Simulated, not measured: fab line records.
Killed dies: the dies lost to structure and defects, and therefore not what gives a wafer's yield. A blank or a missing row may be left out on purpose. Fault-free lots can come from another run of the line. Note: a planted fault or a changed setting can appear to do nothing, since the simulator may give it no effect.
Problem report, 8D (eight disciplines) form, completed by code || flow sky130 || the parts of the form that need people (team, actions taken, sign-off) are left out

== 1. WHAT WENT WRONG ==
Wafers without a fault read 120.00, standard deviation 0.041; beam_energy_keV at SKY_NWELL_IMPLANT_12 reads a mean of 130.54 on 6 wafers belonging to 2 lots. So: +99 or more standard deviations from the usual mean.
The first sign was on wafer L914.1 at day 5 21:03, on implanter-02. Wafers with a number at this step in the record: 36, from 12 lots. Rule for "out" (also "out of limits"): further than 4 standard deviations from the usual mean. The other wafers with a number count as sound.

== 2. WHAT IT IS; WHAT IT IS NOT ==
{"question": "which readings at this step", "is": "beam_energy_keV", "is not": "-"}
{"question": "which lots", "is": "L914, L916", "is not": "L908, L909, L910, L913, L915, L923, L925, L928, L930, L931"}
{"question": "which wafers of those lots", "is": "all that have a number", "is not": "-"}
{"question": "read on which tools", "is": "implanter-02", "is not": "implanter-04"}
{"question": "when", "is": "from day 5 21:03", "is not": "up to then (12 sound wafers); but 18 sound wafers of L915, L923, L925, L928, L930, L931 came after"}

== 3. SUSPECTS, AND WHAT RULES EACH OUT ==
Counting: a tool at a process step up to the reading stays a suspect if it ran every lot that is out and no sound lot after the first of them.
- implanter-02 at SKY_NWELL_IMPLANT_12: ruled out as a lasting fault. Sound lots L925, L928, L930, L931 ran on it after its first lot that is out, L914 (day 5 21:03).
Left after counting: nothing in the record.

== 4. THE CAUSE (what the simulator had put in) ==
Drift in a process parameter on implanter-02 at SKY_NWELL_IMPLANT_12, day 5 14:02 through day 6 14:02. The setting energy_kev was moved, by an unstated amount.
Counting ruled it out, wrongly.

== 5. THE CHAIN OF EFFECTS, in route order ==
Each row: a reading whose mean over the struck wafers that have a number lies more than 3 standard deviations from the usual. Scope: only readings with a usual standard deviation given in the record; hours: median across lots of the time from each lot's start at the first step in this table that gives one to its start at this step; sigmas: change in usual standard deviations.
{"hours": 0, "step": "SKY_NWELL_IMPLANT_12", "reading": "beam_energy_keV", "usual": 120.00, "on struck wafers": 130.54, "change": "+10.54", "sigmas": "+99 or more"}
It contains these process steps:
- SKY_NWELL_IMPLANT_12

== 6. HOW IT WOULD HAVE BEEN CAUGHT EARLIER ==
In this record no reading fell out of limits until day 5 21:03, 7 hours after the fault had begun at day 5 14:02.
